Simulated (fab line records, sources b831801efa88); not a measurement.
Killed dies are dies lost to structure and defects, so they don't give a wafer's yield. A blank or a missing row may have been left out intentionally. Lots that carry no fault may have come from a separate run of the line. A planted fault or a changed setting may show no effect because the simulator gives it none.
Split-lot experiment || flow gf180mcu || on a route of 602 steps: 5 lots, 23 wafers read

ABOUT THE SPLIT
At GF_STI_WET_ETCH_26 (etches SiO2 in dHF, target depth 94 nm, time 188 s), the setting temp_c was moved away from the recipe's 25 C on 20 of the 23 wafers read, by -11.2% to +14.8%. All remaining wafers had this setting at the recipe value.

FROM SPLIT TO READING: 1 step shown by the file between the two
- GF_STI_WET_ETCH_27: etches Si3N4 in H3PO4, target depth 160 nm, time 1825 s

THE READING
SiO2_of_STI_CVD_23.thk_nm (the simulator's own value, which no gauge read), in nm, at GF_STI_WET_ETCH_28 (etches SiO2 in dHF, target depth 20 nm, time 40 s). The file gives no usual value for it. Here, 3 wafers ran the recipe; their average is 402.7 nm with a standard deviation of 0.45 nm.

{"wafer": "L076.1", "tool, chamber at the split": "wet_bench-03, 0", "temp_c as run, C": 25, "against the recipe": "recipe", "SiO2_of_STI_CVD_23.thk_nm, nm": 402.8, "against lot-mates on the recipe": "-"}
{"wafer": "L076.4", "tool, chamber at the split": "wet_bench-03, 0", "temp_c as run, C": 25, "against the recipe": "recipe", "SiO2_of_STI_CVD_23.thk_nm, nm": 403.2, "against lot-mates on the recipe": "-"}
{"wafer": "L076.5", "tool, chamber at the split": "wet_bench-03, 0", "temp_c as run, C": 25, "against the recipe": "recipe", "SiO2_of_STI_CVD_23.thk_nm, nm": 402.1, "against lot-mates on the recipe": "-"}
{"wafer": "L077.1", "tool, chamber at the split": "-, -", "temp_c as run, C": 22.51, "against the recipe": "-10.0%", "SiO2_of_STI_CVD_23.thk_nm, nm": 411.7, "against lot-mates on the recipe": "no lot-mate on the recipe"}
{"wafer": "L077.2", "tool, chamber at the split": "-, -", "temp_c as run, C": 22.51, "against the recipe": "-10.0%", "SiO2_of_STI_CVD_23.thk_nm, nm": 411.5, "against lot-mates on the recipe": "no lot-mate on the recipe"}
{"wafer": "L077.3", "tool, chamber at the split": "-, -", "temp_c as run, C": 22.51, "against the recipe": "-10.0%", "SiO2_of_STI_CVD_23.thk_nm, nm": 411, "against lot-mates on the recipe": "no lot-mate on the recipe"}
{"wafer": "L077.5", "tool, chamber at the split": "-, -", "temp_c as run, C": 22.51, "against the recipe": "-10.0%", "SiO2_of_STI_CVD_23.thk_nm, nm": 411.9, "against lot-mates on the recipe": "no lot-mate on the recipe"}
{"wafer": "L077.6", "tool, chamber at the split": "-, -", "temp_c as run, C": 22.51, "against the recipe": "-10.0%", "SiO2_of_STI_CVD_23.thk_nm, nm": 413, "against lot-mates on the recipe": "no lot-mate on the recipe"}
{"wafer": "L081.1", "tool, chamber at the split": "-, -", "temp_c as run, C": 22.21, "against the recipe": "-11.2%", "SiO2_of_STI_CVD_23.thk_nm, nm": 413.8, "against lot-mates on the recipe": "no lot-mate on the recipe"}
{"wafer": "L081.2", "tool, chamber at the split": "-, -", "temp_c as run, C": 22.21, "against the recipe": "-11.2%", "SiO2_of_STI_CVD_23.thk_nm, nm": 411.9, "against lot-mates on the recipe": "no lot-mate on the recipe"}
{"wafer": "L081.4", "tool, chamber at the split": "-, -", "temp_c as run, C": 22.21, "against the recipe": "-11.2%", "SiO2_of_STI_CVD_23.thk_nm, nm": 416.4, "against lot-mates on the recipe": "no lot-mate on the recipe"}
{"wafer": "L081.5", "tool, chamber at the split": "-, -", "temp_c as run, C": 22.21, "against the recipe": "-11.2%", "SiO2_of_STI_CVD_23.thk_nm, nm": 414.9, "against lot-mates on the recipe": "no lot-mate on the recipe"}
{"wafer": "L081.6", "tool, chamber at the split": "-, -", "temp_c as run, C": 22.21, "against the recipe": "-11.2%", "SiO2_of_STI_CVD_23.thk_nm, nm": 414.5, "against lot-mates on the recipe": "no lot-mate on the recipe"}
{"wafer": "L082.1", "tool, chamber at the split": "-, -", "temp_c as run, C": 24, "against the recipe": "-4.0%", "SiO2_of_STI_CVD_23.thk_nm, nm": 407.7, "against lot-mates on the recipe": "no lot-mate on the recipe"}
{"wafer": "L082.2", "tool, chamber at the split": "-, -", "temp_c as run, C": 24, "against the recipe": "-4.0%", "SiO2_of_STI_CVD_23.thk_nm, nm": 406.8, "against lot-mates on the recipe": "no lot-mate on the recipe"}
{"wafer": "L082.5", "tool, chamber at the split": "-, -", "temp_c as run, C": 24, "against the recipe": "-4.0%", "SiO2_of_STI_CVD_23.thk_nm, nm": 406.8, "against lot-mates on the recipe": "no lot-mate on the recipe"}
{"wafer": "L082.3", "tool, chamber at the split": "-, -", "temp_c as run, C": 24, "against the recipe": "-4.0%", "SiO2_of_STI_CVD_23.thk_nm, nm": 406.3, "against lot-mates on the recipe": "no lot-mate on the recipe"}
{"wafer": "L082.4", "tool, chamber at the split": "-, -", "temp_c as run, C": 24, "against the recipe": "-4.0%", "SiO2_of_STI_CVD_23.thk_nm, nm": 406.5, "against lot-mates on the recipe": "no lot-mate on the recipe"}
{"wafer": "L083.1", "tool, chamber at the split": "-, -", "temp_c as run, C": 28.7, "against the recipe": "+14.8%", "SiO2_of_STI_CVD_23.thk_nm, nm": 387.5, "against lot-mates on the recipe": "no lot-mate on the recipe"}
{"wafer": "L083.2", "tool, chamber at the split": "-, -", "temp_c as run, C": 28.7, "against the recipe": "+14.8%", "SiO2_of_STI_CVD_23.thk_nm, nm": 388.8, "against lot-mates on the recipe": "no lot-mate on the recipe"}
{"wafer": "L083.3", "tool, chamber at the split": "-, -", "temp_c as run, C": 28.7, "against the recipe": "+14.8%", "SiO2_of_STI_CVD_23.thk_nm, nm": 386.6, "against lot-mates on the recipe": "no lot-mate on the recipe"}
{"wafer": "L083.4", "tool, chamber at the split": "-, -", "temp_c as run, C": 28.7, "against the recipe": "+14.8%", "SiO2_of_STI_CVD_23.thk_nm, nm": 390.1, "against lot-mates on the recipe": "no lot-mate on the recipe"}
{"wafer": "L083.6", "tool, chamber at the split": "-, -", "temp_c as run, C": 28.7, "against the recipe": "+14.8%", "SiO2_of_STI_CVD_23.thk_nm, nm": 387.1, "against lot-mates on the recipe": "no lot-mate on the recipe"}

THE FIT
A straight line over all 23 wafers: SiO2_of_STI_CVD_23.thk_nm changes by -0.99 nm for each +1% of temp_c; r = -0.99; the points scatter about the line by 1.1 nm.
Too few moved wafers with a lot-mate on the recipe to fit a line net of each lot's own level.

THE WHOLE CHAIN: every reading that the file lists as answering this split, in the file's order
{"step": "GF_STI_WET_ETCH_26", "what it does": "etches SiO2 in dHF, target depth 94 nm, time 188 s", "reading": "SiO2_of_STI_CVD_23.thk_nm (the simulator's own value, which no gauge read)", "change (the file's fit)": "-0.981 nm for each +1% of the setting", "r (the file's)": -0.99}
{"step": "GF_STI_WET_ETCH_28", "what it does": "etches SiO2 in dHF, target depth 20 nm, time 40 s", "reading": "SiO2_of_STI_CVD_23.thk_nm (the simulator's own value, which no gauge read)", "change (the file's fit)": "-0.989 nm for each +1% of the setting", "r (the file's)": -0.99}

THE FILE'S OWN FIT
SiO2_of_STI_CVD_23.thk_nm changes by -0.989 nm for each +1% of temp_c, r = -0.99.
